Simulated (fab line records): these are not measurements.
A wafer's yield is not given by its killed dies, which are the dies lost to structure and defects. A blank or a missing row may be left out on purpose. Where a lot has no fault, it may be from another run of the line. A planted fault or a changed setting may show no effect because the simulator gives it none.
The same fault as seen by 2 desks    flow gf180mcu    each desk holds nothing but its own numbers, with what lay behind them at the end

## METROLOGY DESK
Lot by lot, what the gauges showed, no matter which tool ran the lot: averages of those sampled wafers that carry a number. If a lot's mean is further than 4 standard deviations from the usual mean, the lot is out of limits and carries the mark OUT (the distance appears in the brackets).
Columns: A = CONTACT_W_RS at GF_CONTACT_RS_MEAS_25, usual 0.356 ohm/sq; B = CONTACT_W_THK at GF_CONTACT_THK_MEAS_26, usual 335 nm
lot   first seen here  A      B
L793  day 16 22:26     0.356  339
L796  day 18 04:52     0.352  342
L798  day 18 20:44     0.353  336
L803  day 21 05:14     0.355  339
L804  day 22 07:17     0.360  332
L807  day 22 12:46     0.360  331
Result from this desk: across the 6 lots, nothing is out of limits.

## THE TOOL OWNER'S DESK: pvdSputter-02
The tool's own readings at GF_M1_SPUTTER_03 (material Ti, target thk 10 nm, time 6.7 s): means of the sampled wafers that have a number, for each lot that ran on this tool. If a lot's mean is further than 4 standard deviations from the usual mean, the lot is out of limits and carries the mark OUT (the distance appears in the brackets).
Columns: A = cathodeDcPowerW at GF_M1_SPUTTER_03, usual 3000.1 W; B = chamberPressurePa at GF_M1_SPUTTER_03, usual 0.2999 Pa; C = substrateTempC at GF_M1_SPUTTER_03, usual 300.00 C; D = throttleValvePct at GF_M1_SPUTTER_03, usual 29.9 %
lot   first seen here  A       B       C       D
L793  day 16 23:10     2999.9  0.2999  299.91  29.9
This desk's finding: nothing out of limits on the one lot.

## TAKEN TOGETHER
At the metrology desk, nothing out of limits was observed.
The tool owner's desk saw nothing out of limits.

## WHAT THE SIMULATOR HAD PUT IN
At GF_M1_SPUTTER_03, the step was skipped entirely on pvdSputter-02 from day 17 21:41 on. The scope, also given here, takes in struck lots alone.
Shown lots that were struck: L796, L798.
